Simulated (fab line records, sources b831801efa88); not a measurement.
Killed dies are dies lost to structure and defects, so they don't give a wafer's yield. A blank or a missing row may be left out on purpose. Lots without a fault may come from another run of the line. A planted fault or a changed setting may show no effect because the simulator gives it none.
A struck lot beside a sound one | flow sky130 | 14 steps out of a route of 708
Sound: wafers L169.3, L169.4, L169.5. Struck: wafers L165.1, L165.3, L165.6. The cause comes at the end.
At each step with rows: each side's tool, then ch and its chambers, then its first start. Under that, the readings that differ: sound wafers | struck wafers | difference of the means | sigmas: that difference in standard deviations of wafers without a fault.
alike: readings whose means differ by less than 2 such deviations, and words and numbers that are the same on both sides. not compared: withheld readings, readings that some wafer has no value for, bounds like >300 that may hide the same value, and numbers for which the record gives no deviation and whose values overlap.
The two part at a step that has a row with sigmas, a row that says differs or no value, or rows on one side only. Numbers that don't overlap but have no deviation are shown without sigmas and don't part them. A reading that every wafer of one side lacks parts them only if that side has two wafers or more.

first, 2 steps without rows for these wafers: SKY_VIA4_PEB_09; SKY_VIA4_DEVELOP_10 (develop time 60 s).
SKY_VIA4_OVL_MEAS_11:
  sound on overlay-02, day 47 09:14; struck on overlay-02, day 46 11:17
  alike: VIA4_OVL
SKY_VIA4_ETCH_12: etches SiO2 in C4F8/O2/Ar, stops on TiN, target depth 580 nm.
  sound on rie_diel-02 ch 0,1, day 47 09:15; struck on rie_diel-01 ch 0,1, day 46 11:19
  alike: oes_product_au
SKY_VIA4_STRIP_13: strips in O2/N2.
  sound on plasma_asher-04 ch 0,1, day 47 09:22; struck on plasma_asher-01 ch 0,1, day 46 11:23
  reading                      | sound             | struck            | difference | sigmas
  strip_time_to_endpoint_s (s) | 12.79 12.76 12.84 | 12.94 12.87 12.85 | +0.09      | +3
  alike: drypump_motor_current_A, oes_product_au
  not compared: rf_hours_counter_h
then, 3 steps without rows for these wafers: SKY_VIA4_STRIP_14 (strips in post etch residue remover, time 1200 s); SKY_VIA4_CLEAN_15 (cleans in IPA, time 180 s); SKY_VIA4_CLEAN_16 (cleans in O3/DIW).
SKY_VIA4_SPUTTER_17: material TiN, target thk 20 nm, time 80 s.
  sound on pvd_sputter-03, day 47 09:55; struck on pvd_sputter-03, day 46 11:59
  alike: throttle_valve_pct
SKY_VIA4_CVD_18: deposits W, target thk 505 nm, time 152.14 s.
  sound on cvd_w-02 ch 0,1, day 47 10:02; struck on cvd_w-02 ch 0,1, day 46 12:02
  alike: heater_power_w
SKY_VIA4_RS_MEAS_19: measures by four-point-probe.
  sound on film_metro-04, day 47 10:10; struck on film_metro-01, day 46 12:11
  alike: VIA4_W_RS
SKY_VIA4_THK_MEAS_20: measures by xrf.
  sound on film_metro-04, day 47 10:16; struck on film_metro-01, day 46 12:19
  alike: VIA4_W_THK
SKY_VIA4_CMP_21: polishes, stops on SiO2, t overpolish 25 s, target thk 0 nm.
  sound on cmp-02 ch 1,2, day 47 10:26; struck on cmp-01 ch 0,1,3, day 46 12:27
  no value came back on the struck wafers for any of 5 readings (edge_zone_pressure_frac, head_pressure_psi (psi) and others); on the sound wafers edge_zone_pressure_frac reads 1.003 1.001 1.005
  reading                                  | sound             | struck          | difference | sigmas
  model.W_of_VIA4_CVD_18.thk_nm (nm)       | 0 0 0             | 512.6 510.4 508 | +510.3     |
  model.SiO2_of_VIA4_HDPCVD_00.thk_nm (nm) | 571.7 575.5 575.4 | 580 578.5 579.7 | +5         |
-- the record jumps here: 3 days lie between the struck wafers' starts before and after (it left off in module VIA4 and takes up again in module PAD_OPEN, whose first step shown is number 708 of the route) --
SKY_PAD_OPEN_PROBE_99:
  sound on prober-02, day 49 20:12; struck on prober-01, day 49 00:56
  reading                  | sound          | struck         | difference | sigmas
  defect_limited_yield (%) | 82.7 80.9 82.3 | 0 0 0          | -82        | -41
  killed_at_M4_up          | 5 2 5          | 397 427 408    | +407       | +99 or more
  killed_dies              | 85 94 87       | 492 492 492    | +403       | +42
  killed_on_rim            | 15 14 16       | 96 96 96       | +81        | +19
  sort_bin_3_pad_short (%) | 0 1.6 1.2      | 81.1 86.8 83.3 | +82.8      | +99 or more
  sort_n_pass              | 407 398 405    | 0 0 0          | -403       | -42
  sort_yield_pct (%)       | 82.7 80.9 82.3 | 0 0 0          | -82        | -41
  alike: killed_at_M0_to_M3, killed_at_contacts, killed_at_front_end, killed_at_other, killed_open, killed_short, sort_bin_5_function, sort_bin_6_memory

WHERE THEY PART
First at SKY_VIA4_STRIP_13; last, within this record, at SKY_PAD_OPEN_PROBE_99.

WHY: what the simulator had put in
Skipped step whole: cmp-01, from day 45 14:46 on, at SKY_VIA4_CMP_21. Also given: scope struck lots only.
